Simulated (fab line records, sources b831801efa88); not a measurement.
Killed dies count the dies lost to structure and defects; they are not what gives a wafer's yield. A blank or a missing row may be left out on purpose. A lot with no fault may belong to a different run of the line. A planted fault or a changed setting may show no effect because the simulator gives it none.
One fault through the eyes of 2 desks + flow sky130 + each desk holds nothing but its own numbers, with what lay behind them at the end

## AT THE TOOL OWNER'S DESK: rie_diel-02
The tool's own readings at SKY_VIA1_ETCH_15 (etches SiO2 in C4F8/O2/Ar, stops on TiN, target depth 351 nm, time 54 s): means of the sampled wafers that have a number, for each lot that ran on this tool. Marked OUT: a lot whose mean sits more than 4 standard deviations from the usual mean, which makes it out of limits; the brackets give that distance.
Columns: A = oes_product_au at SKY_VIA1_ETCH_15, usual 0.981 a.u.; B = rf_fwd_power_W at SKY_VIA1_ETCH_15, usual 1488 W
| lot  | first seen here | A     | B    |
|------|-----------------|-------|------|
| L311 | day 38 08:21    | 0.982 | 1483 |
| L312 | day 38 12:54    | 0.975 | 1484 |
Finding of this desk: none of the 2 lots has anything out of limits.

## THE METROLOGY DESK
What the gauges read, lot by lot, whatever tool the lot ran on: means of the sampled wafers that have a number. Marked OUT: a lot whose mean sits more than 4 standard deviations from the usual mean, which makes it out of limits; the brackets give that distance.
Columns: A = VIA4_OVL at SKY_VIA4_OVL_MEAS_11, usual 0.3 nm
| lot  | first seen here | A    |
|------|-----------------|------|
| L298 | day 43 01:31    | -0.8 |
| L299 | day 43 08:36    | -2.0 |
| L301 | day 44 00:14    | 0.5  |
| L309 | day 45 22:14    | -0.6 |
| L311 | day 46 16:55    | 1.8  |
| L312 | day 46 20:17    | 2.1  |
| L314 | day 47 08:58    | 1.8  |
| L315 | day 47 10:20    | -1.0 |
| L316 | day 48 00:44    | -0.2 |
| L319 | day 48 20:01    | -0.0 |
| L320 | day 49 00:23    | 2.5  |
| L321 | day 49 07:17    | 1.1  |
Finding of this desk: none of the 12 lots has anything out of limits.

## TAKEN TOGETHER
The desk of the tool owner found nothing out of limits.
The metrology desk saw nothing out of limits.

## WHAT THE SIMULATOR HAD PUT IN
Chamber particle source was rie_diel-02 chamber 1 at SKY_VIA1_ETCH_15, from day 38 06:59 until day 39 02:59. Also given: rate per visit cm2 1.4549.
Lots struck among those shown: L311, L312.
